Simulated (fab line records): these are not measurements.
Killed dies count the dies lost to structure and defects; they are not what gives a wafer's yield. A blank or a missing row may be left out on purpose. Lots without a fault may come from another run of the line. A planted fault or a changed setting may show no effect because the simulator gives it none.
A single fault, viewed from 2 desks ; flow sky130 ; what lay behind the numbers comes last; until then each desk has only its own

## METROLOGY DESK
What the gauges read for every lot (on any tool): the sampled wafers with a number, averaged. If a lot's mean is further than 4 standard deviations from the usual mean, the lot is out of limits and carries the mark OUT (the distance appears in the brackets).
Columns: A = VT_ADJUST_NCORE_TW at SKY_VT_ADJUST_NCORE_TW_MEAS_11, usual 222.0; B = CONTACT_CVD_00_THK at SKY_CONTACT_THK_MEAS_01, usual 74.9 nm; C = VIA1_W_THK at SKY_VIA1_THK_MEAS_23, usual 269 nm
lot;first seen here;A;B;C
L432;day 9 02:07;223.4;74.6;271
L434;day 9 09:08;221.9;75.0;267
L436;day 10 02:47;30.3 (-99 or more) OUT;74.5;268
L437;day 10 09:52;222.8;74.5;268
L440;day 11 11:04;221.8;74.5;269
L444;day 12 07:17;220.5;75.2;271
L445;day 12 18:23;221.0;75.0;272
L447;day 13 08:40;223.0;75.6;270
L448;day 13 11:47;221.5;75.5;271
L450;day 14 02:25;221.3;74.7;272
L451;day 14 08:28;222.7;75.6;270
L452;day 14 15:22;222.3;75.1;267
L454;day 15 13:18;222.4;73.7;265
This desk's result: L436 out of limits, first on L436 (VT_ADJUST_NCORE_TW at SKY_VT_ADJUST_NCORE_TW_MEAS_11), day 10 02:47. L432, L434, L437, L440, L444, L445, L447, L448, L450, L451, L452, L454 stayed within limits.

## THE TOOL OWNER'S DESK: plasma asher-03
The tool's own readings at SKY_VT_ADJUST_LVTN_STRIP_20 (strips in O2/N2): means of the sampled wafers that have a number, for each lot that ran on this tool. If a lot's mean is further than 4 standard deviations from the usual mean, the lot is out of limits and carries the mark OUT (the distance appears in the brackets).
Columns: A = drypump motor current A at SKY_VT_ADJUST_LVTN_STRIP_20, usual 6.0 A; B = n2 flow sccm at SKY_VT_ADJUST_LVTN_STRIP_20, usual 300.0 sccm; C = oes product au at SKY_VT_ADJUST_LVTN_STRIP_20, usual 0.715 a.u.; D = strip time to endpoint s at SKY_VT_ADJUST_LVTN_STRIP_20, usual 14.17 s
lot;first seen here;A;B;C;D
L436;day 9 06:59;6.1;299.8;0.915 (+42) OUT;-
L447;day 12 06:46;6.1;299.5;0.718;14.18
L448;day 12 09:32;6.3;300.8;0.721;14.08
L454;day 14 10:23;6.1;300.0;0.714;14.19
This desk finds L436 out of limits, L436 being first, at day 9 06:59 (oes product au at SKY_VT_ADJUST_LVTN_STRIP_20). L447, L448, L454 stayed within limits.

## BROUGHT TOGETHER
An alarm could have come from the tool owner's desk at day 9 06:59, on L436.
Metrology desk: alarm possible at day 10 02:47 on L436.
The lots listed all ran SKY_VT_ADJUST_LVTN_STRIP_20 on plasma asher-03.

## WHAT THE SIMULATOR PUT IN
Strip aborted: plasma asher-03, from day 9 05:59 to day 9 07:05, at SKY_VT_ADJUST_LVTN_STRIP_20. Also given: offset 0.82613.
Lots struck among those shown: L436.
Time in hours from fault onset to the first out-of-limits reading at each desk: tool owner's desk 1, metrology desk 21.
